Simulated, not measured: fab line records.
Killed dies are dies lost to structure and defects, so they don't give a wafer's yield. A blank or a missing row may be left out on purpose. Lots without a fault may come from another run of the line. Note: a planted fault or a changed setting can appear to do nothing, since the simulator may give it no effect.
Matching of chambers + flow gf180mcu + cmp-02 running GF_V3_CMP_04: 4 sister chambers
The step polishes SiO2. 8 wafers are shown with their chamber, then 12 later ones without.

== WAFERS WITH THEIR CHAMBER ==
| wafer  | chamber | motorCurrentA (A) | edgeZonePressureFrac |
|--------|---------|-------------------|----------------------|
| L084.5 | 3       | 10.2              | 0.996                |
| L085.2 | 2       | 12.5              | 0.997                |
| L086.3 | 0       | 13.5              | 1.001                |
| L086.4 | 3       | 10.6              | 1.003                |
| L086.5 | 1       | 11.1              | 1.004                |
| L087.2 | 1       | 11.4              | 0.992                |
| L087.3 | 2       | 12.5              | 1.007                |
| L087.5 | 0       | 13.5              | 1.001                |

== WAFERS WITH NO CHAMBER GIVEN ==
| wafer  | motorCurrentA (A) | edgeZonePressureFrac |
|--------|-------------------|----------------------|
| L089.1 | 12.8              | 1.005                |
| L089.4 | 11.7              | 1.009                |
| L089.6 | 13.8              | 1.003                |
| L093.1 | 12.7              | 1.005                |
| L093.2 | 10.4              | 0.993                |
| L093.3 | 11.6              | 0.990                |
| L094.3 | 13.2              | 1.007                |
| L094.5 | 13.1              | 1.005                |
| L094.6 | 10.5              | 1.002                |
| L095.2 | 11.4              | 0.995                |
| L095.4 | 12.4              | 0.999                |
| L095.6 | 12.5              | 1.002                |

== WHICH CHAMBER EACH ONE RAN IN ==
| wafer  | from the rows above     | in truth                   |
|--------|-------------------------|----------------------------|
| L089.1 | 2                       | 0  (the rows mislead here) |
| L089.4 | can't be placed: 1 or 2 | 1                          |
| L089.6 | 0                       | 0                          |
| L093.1 | 2                       | 2                          |
| L093.2 | 3                       | 3                          |
| L093.3 | 1                       | 1                          |
| L094.3 | 0                       | 0                          |
| L094.5 | can't be placed: 0 or 2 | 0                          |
| L094.6 | 3                       | 3                          |
| L095.2 | 1                       | 1                          |
| L095.4 | 2                       | 2                          |
| L095.6 | 2                       | 2                          |
Correctly placed: 9 of 12. Cannot be placed on the basis of these rows: 2; the candidates contain the true chamber in 2. 1 placed wrongly.
How it was worked out, from the rows above alone: a wafer's distance from a chamber is the root of the sum, over the readings, of the square of ((its reading less the chamber's mean) divided by the reading's scatter). If the next closest chamber is less than 2 further off than the closest, the wafer can't be placed; otherwise it belongs to the closest. The mean given for a chamber averages the wafers shown for that chamber. The scatter: the root of (the sum of the squares of (reading less its chamber's mean) over the shown wafers, divided by (wafers less chambers)).
